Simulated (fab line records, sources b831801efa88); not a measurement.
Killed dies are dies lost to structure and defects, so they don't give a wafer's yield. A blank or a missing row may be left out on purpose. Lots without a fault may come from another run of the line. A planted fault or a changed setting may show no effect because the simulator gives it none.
Which tool did it? | flow gf180mcu | 24 lots, 72 wafers sampled, at 6 steps of a route of 602

WHAT THE GAUGES READ, wafer by wafer
GF_V2_THK_MEAS_01.
lot  | measured     | on            | V2_CVD_00_THK (nm)
L074 | day 19 11:58 | film_metro-03 | 600 592 594
L075 | day 19 15:54 | film_metro-03 | 598 593 593
L076 | day 20 04:54 | film_metro-01 | 597 590 600
L077 | day 20 10:04 | film_metro-01 | 596 586 595
L078 | day 20 17:38 | film_metro-02 | 595 594 596
L079 | day 21 04:20 | film_metro-02 | 589 594 596
L080 | day 21 14:05 | film_metro-03 | 595 588 594
L081 | day 22 03:09 | film_metro-03 | 592 593 588
L082 | day 22 14:38 | film_metro-01 | 590 598 597
L083 | day 22 18:42 | film_metro-01 | 592 593 589
L084 | day 23 01:48 | film_metro-03 | 597 591 595
L085 | day 23 12:50 | film_metro-02 | 606 598 596
L086 | day 23 21:38 | film_metro-03 | 600 607 608
L087 | day 24 01:37 | film_metro-03 | 588 597 588
L088 | day 24 14:21 | film_metro-02 | 606 608 595
L089 | day 24 21:26 | film_metro-01 | 601 601 600
L090 | day 25 06:27 | film_metro-01 | 609 598 601
L091 | day 25 09:08 | film_metro-03 | 604 602 599
L092 | day 25 16:56 | film_metro-01 | 602 586 592
L093 | day 25 21:33 | film_metro-02 | 598 595 595
L094 | day 26 06:43 | film_metro-01 | 608 606 603
L095 | day 26 12:07 | film_metro-02 | 598 598 598
L096 | day 26 21:55 | film_metro-01 | 600 597 601
L097 | day 27 02:10 | film_metro-02 | 590 594 597

GF_M4_THK_MEAS_06: measures by xrf.
lot  | measured     | on            | M4_ALCU_THK (nm)
L074 | day 22 16:53 | film_metro-03 | 447 442 451
L075 | day 22 20:05 | film_metro-03 | 439 435 436
L076 | day 23 08:06 | film_metro-04 | 447 445 445
L077 | day 23 13:47 | film_metro-03 | 444 447 444
L078 | day 23 20:29 | film_metro-03 | 435 438 435
L079 | day 24 07:13 | film_metro-04 | 439 442 442
L080 | day 24 16:45 | film_metro-04 | 443 440 444
L081 | day 25 03:19 | film_metro-03 | 448 447 447
L082 | day 25 16:33 | film_metro-04 | 441 445 443
L083 | day 25 18:20 | film_metro-03 | 444 442 443
L084 | day 26 01:17 | film_metro-04 | 442 443 444
L085 | day 26 11:04 | film_metro-04 | 436 436 435
L086 | day 26 19:28 | film_metro-03 | 435 443 440
L087 | day 26 21:50 | film_metro-04 | 444 440 441
L088 | day 27 11:07 | film_metro-04 | 437 441 442
L089 | day 27 16:59 | film_metro-02 | 447 445 445
L090 | day 28 01:32 | film_metro-03 | 437 434 436
L091 | day 28 03:52 | film_metro-02 | 441 441 439
L092 | day 28 10:57 | film_metro-03 | 446 449 448
L093 | day 28 15:40 | film_metro-02 | 438 434 439
L094 | day 28 23:43 | film_metro-02 | 439 439 433
L095 | day 29 06:16 | film_metro-03 | 444 445 447
L096 | day 29 14:28 | film_metro-02 | 433 432 434
L097 | day 29 18:09 | film_metro-02 | 436 438 433

WHICH TOOL RAN EACH LOT (tool, then ch and the chambers of the sampled wafers, then the start)
lot  | GF_V2_CMP_26                  | GF_M3_SPUTTER_04             | GF_V3_ETCH_16                      | GF_M4_SPUTTER_03
L074 | cmp-02 ch 0,1,3, day 20 14:16 | pvd_sputter-02, day 20 14:35 | rie_diel-03 ch 1,2, day 22 15:11   | pvd_sputter-01, day 22 16:41
L075 | cmp-01 ch 1,2, day 20 17:40   | pvd_sputter-03, day 20 18:05 | rie_diel-03 ch 2,3, day 22 18:22   | pvd_sputter-01, day 22 19:55
L076 | cmp-01 ch 1,3, day 21 06:25   | pvd_sputter-02, day 21 06:53 | rie_diel-04 ch 2,3, day 23 06:25   | pvd_sputter-04, day 23 07:55
L077 | cmp-02 ch 0,2, day 21 11:58   | pvd_sputter-01, day 21 12:26 | rie_diel-02 ch 2,3, day 23 12:04   | pvd_sputter-01, day 23 13:35
L078 | cmp-02 ch 0,1,3, day 21 19:13 | pvd_sputter-03, day 21 19:35 | rie_diel-04 ch 2,3, day 23 18:43   | pvd_sputter-01, day 23 20:16
L079 | cmp-02 ch 2,3, day 22 05:37   | pvd_sputter-02, day 22 06:06 | rie_diel-02 ch 0,3, day 24 05:31   | pvd_sputter-02, day 24 07:02
L080 | cmp-01 ch 0,1, day 22 15:31   | pvd_sputter-02, day 22 15:56 | rie_diel-03 ch 0,1, day 24 14:54   | pvd_sputter-01, day 24 16:34
L081 | cmp-02 ch 1,3, day 23 04:01   | pvd_sputter-02, day 23 04:29 | rie_diel-03 ch 0,1, day 25 01:36   | pvd_sputter-01, day 25 03:07
L082 | cmp-01 ch 0,1,3, day 23 15:55 | pvd_sputter-01, day 23 16:22 | rie_diel-03 ch 2,3, day 25 14:51   | pvd_sputter-02, day 25 16:22
L083 | cmp-02 ch 0,1,2, day 23 18:55 | pvd_sputter-02, day 23 19:21 | rie_diel-02 ch 0,3, day 25 16:37   | pvd_sputter-04, day 25 18:09
L084 | cmp-02 ch 0,1,2, day 24 02:25 | pvd_sputter-02, day 24 02:45 | rie_diel-04 ch 0,1,2, day 25 23:12 | pvd_sputter-01, day 26 01:05
L085 | cmp-02 ch 0,1,2, day 24 13:14 | pvd_sputter-02, day 24 13:40 | rie_diel-04 ch 1,2,3, day 26 09:22 | pvd_sputter-01, day 26 10:53
L086 | cmp-01 ch 0,1,2, day 24 21:54 | pvd_sputter-02, day 24 22:23 | rie_diel-04 ch 0,1,3, day 26 17:46 | pvd_sputter-04, day 26 19:17
L087 | cmp-01 ch 0,1,2, day 25 01:26 | pvd_sputter-03, day 25 01:49 | rie_diel-03 ch 1,3, day 26 20:07   | pvd_sputter-01, day 26 21:39
L088 | cmp-02 ch 1,2,3, day 25 13:31 | pvd_sputter-02, day 25 13:52 | rie_diel-04 ch 2,3, day 27 09:21   | pvd_sputter-02, day 27 10:55
L089 | cmp-02 ch 2,3, day 25 19:31   | pvd_sputter-02, day 25 19:59 | rie_diel-02 ch 1,2, day 27 15:07   | pvd_sputter-04, day 27 16:47
L090 | cmp-01 ch 0,2,3, day 26 05:45 | pvd_sputter-01, day 26 06:08 | rie_diel-04 ch 0,3, day 27 23:49   | pvd_sputter-01, day 28 01:21
L091 | cmp-02 ch 0,3, day 26 08:30   | pvd_sputter-03, day 26 08:59 | rie_diel-02 ch 0,1, day 28 02:07   | pvd_sputter-02, day 28 03:40
L092 | cmp-01 ch 1,2,3, day 26 16:00 | pvd_sputter-01, day 26 16:29 | rie_diel-02 ch 0,1, day 28 09:13   | pvd_sputter-01, day 28 10:45
L093 | cmp-02 ch 0,1, day 26 19:47   | pvd_sputter-02, day 26 20:13 | rie_diel-03 ch 1,2,3, day 28 13:52 | pvd_sputter-01, day 28 15:29
L094 | cmp-01 ch 0,2,3, day 27 04:55 | pvd_sputter-02, day 27 05:20 | rie_diel-02 ch 0,2,3, day 28 22:01 | pvd_sputter-01, day 28 23:32
L095 | cmp-02 ch 0,1,3, day 27 11:31 | pvd_sputter-01, day 27 11:54 | rie_diel-04 ch 1,2,3, day 29 04:31 | pvd_sputter-04, day 29 06:04
L096 | cmp-02 ch 2,3, day 27 20:18   | pvd_sputter-02, day 27 20:47 | rie_diel-04 ch 0,2,3, day 29 12:46 | pvd_sputter-02, day 29 14:16
L097 | cmp-02 ch 0,2,3, day 27 23:33 | pvd_sputter-01, day 28 00:02 | rie_diel-04 ch 0,2,3, day 29 16:25 | pvd_sputter-01, day 29 17:58
- GF_V2_CMP_26: polishes, stops on SiO2, t overpolish 15 s, target thk 0 nm.
- GF_M3_SPUTTER_04: material TiN, target thk 50 nm, time 41.7 s.
- GF_V3_ETCH_16: etches BARC in N2/H2.
- GF_M4_SPUTTER_03: material Ti, target thk 10 nm, time 6.7 s.

WHAT THE TOOLS THEMSELVES READ (means of the sampled wafers that have a number; where no wafer has one, the mark that the record gives instead)
GF_V2_CMP_26.
lot  | tool   | motor_current_A (A) | overpolish_run_s (s) | time_to_endpoint_s (s)
L074 | cmp-02 | 10.5                | 15.006               | 84.4
L075 | cmp-01 | 12.5                | 14.999               | 86.3
L076 | cmp-01 | 12.4                | 15.015               | 83.3
L077 | cmp-02 | 11.1                | 15.005               | 80.5
L078 | cmp-02 | 10.5                | 15.001               | 83.7
L079 | cmp-02 | 10.4                | 15.003               | 82.5
L080 | cmp-01 | 12.4                | 15.010               | 81.2
L081 | cmp-02 | 11.0                | 15.003               | 82.9
L082 | cmp-01 | 12.2                | 14.997               | 79.8
L083 | cmp-02 | 10.8                | 15.002               | 80.0
L084 | cmp-02 | 10.6                | 14.999               | 81.2
L085 | cmp-02 | 10.6                | 14.997               | 83.2
L086 | cmp-01 | 12.5                | 15.005               | 78.1
L087 | cmp-01 | 12.6                | 14.999               | 79.1
L088 | cmp-02 | 10.6                | 15.004               | 83.8
L089 | cmp-02 | 10.4                | 15.009               | 81.3
L090 | cmp-01 | 11.8                | 15.009               | 82.4
L091 | cmp-02 | 10.3                | 14.999               | 85.5
L092 | cmp-01 | 11.9                | 15.013               | 81.3
L093 | cmp-02 | 11.2                | 14.997               | 80.6
L094 | cmp-01 | 11.7                | 15.001               | 83.8
L095 | cmp-02 | 10.6                | 14.994               | 79.4
L096 | cmp-02 | 10.8                | 14.999               | 80.9
L097 | cmp-02 | 10.4                | 15.008               | 85.2

GF_M3_SPUTTER_04.
lot  | tool           | throttle_valve_pct (%)
L074 | pvd_sputter-02 | 29.8
L075 | pvd_sputter-03 | 29.1
L076 | pvd_sputter-02 | 30.2
L077 | pvd_sputter-01 | 31.4
L078 | pvd_sputter-03 | 29.4
L079 | pvd_sputter-02 | 30.2
L080 | pvd_sputter-02 | 29.5
L081 | pvd_sputter-02 | 29.5
L082 | pvd_sputter-01 | 30.5
L083 | pvd_sputter-02 | 30.4
L084 | pvd_sputter-02 | 30.2
L085 | pvd_sputter-02 | 29.7
L086 | pvd_sputter-02 | 30.0
L087 | pvd_sputter-03 | 30.1
L088 | pvd_sputter-02 | 30.0
L089 | pvd_sputter-02 | 30.4
L090 | pvd_sputter-01 | 29.7
L091 | pvd_sputter-03 | 29.7
L092 | pvd_sputter-01 | 31.2
L093 | pvd_sputter-02 | 30.1
L094 | pvd_sputter-02 | 30.2
L095 | pvd_sputter-01 | 31.4
L096 | pvd_sputter-02 | 30.6
L097 | pvd_sputter-01 | 30.4

GF_V3_ETCH_16.
lot  | tool        | drypump_motor_current_A (A) | oes_product_au (a.u.) | throttle_valve_pct (%)
L074 | rie_diel-03 | 5.4                         | 0.853                 | 13.228
L075 | rie_diel-03 | 5.8                         | 0.850                 | 13.230
L076 | rie_diel-04 | 6.1                         | 0.854                 | 13.223
L077 | rie_diel-02 | 5.1                         | 0.848                 | 13.228
L078 | rie_diel-04 | 6.1                         | 0.857                 | 13.226
L079 | rie_diel-02 | 5.1                         | 0.855                 | 13.222
L080 | rie_diel-03 | 5.7                         | 0.854                 | 13.222
L081 | rie_diel-03 | 5.7                         | 0.861                 | 13.222
L082 | rie_diel-03 | 5.8                         | 0.856                 | 13.226
L083 | rie_diel-02 | 5.3                         | 0.859                 | 13.233
L084 | rie_diel-04 | 6.0                         | 0.852                 | 13.222
L085 | rie_diel-04 | 5.8                         | 0.851                 | 13.222
L086 | rie_diel-04 | 5.6                         | 0.855                 | 13.226
L087 | rie_diel-03 | 5.5                         | 0.857                 | 13.236
L088 | rie_diel-04 | 5.7                         | 0.859                 | 13.225
L089 | rie_diel-02 | 5.5                         | 0.852                 | 13.219
L090 | rie_diel-04 | 5.5                         | 0.857                 | 13.219
L091 | rie_diel-02 | 5.5                         | 0.854                 | 13.228
L092 | rie_diel-02 | 5.6                         | 0.857                 | 13.217
L093 | rie_diel-03 | 5.6                         | 0.854                 | 13.226
L094 | rie_diel-02 | 5.3                         | 0.849                 | 13.224
L095 | rie_diel-04 | 5.8                         | 0.854                 | 13.234
L096 | rie_diel-04 | 5.9                         | 0.855                 | 13.218
L097 | rie_diel-04 | 5.9                         | 0.854                 | 13.224

GF_M4_SPUTTER_03.
lot  | tool           | throttle_valve_pct (%)
L074 | pvd_sputter-01 | 30.1
L075 | pvd_sputter-01 | 30.5
L076 | pvd_sputter-04 | 29.0
L077 | pvd_sputter-01 | 30.8
L078 | pvd_sputter-01 | 30.2
L079 | pvd_sputter-02 | 30.2
L080 | pvd_sputter-01 | 30.5
L081 | pvd_sputter-01 | 30.5
L082 | pvd_sputter-02 | 30.2
L083 | pvd_sputter-04 | 29.0
L084 | pvd_sputter-01 | 31.3
L085 | pvd_sputter-01 | 30.5
L086 | pvd_sputter-04 | 29.0
L087 | pvd_sputter-01 | 30.7
L088 | pvd_sputter-02 | 29.8
L089 | pvd_sputter-04 | 29.3
L090 | pvd_sputter-01 | 30.5
L091 | pvd_sputter-02 | 29.8
L092 | pvd_sputter-01 | 30.2
L093 | pvd_sputter-01 | 31.3
L094 | pvd_sputter-01 | 29.8
L095 | pvd_sputter-04 | 29.0
L096 | pvd_sputter-02 | 30.0
L097 | pvd_sputter-01 | 31.1

THE ANSWER, worked out from the rows above alone
Rule: what is usual is taken from the lots themselves. Put in order of their means at a reading, lots are off if they are a third of the lots or fewer, leave a main group of 4 or more, and stand apart from it by a gap of 3 or more times the standard deviation of the main group's means; of several such gaps the widest counts. A main group whose means are all the same, to the digits that the tables above print for the reading, isn't used. A lot without any number at a reading at which 4 lots or more have one is off too. The other lots that the step has rows for count as sound. The gauges are gone through in route order, then the tools' own readings, and for those a lot's mean is taken as printed above. The first step at which some lot is off is used, and at that step the reading that is off furthest; a lot without a number counts as furthest.
No lot is off at any reading shown: from this, nothing can be told.

WHAT THE SIMULATOR HAD PUT IN
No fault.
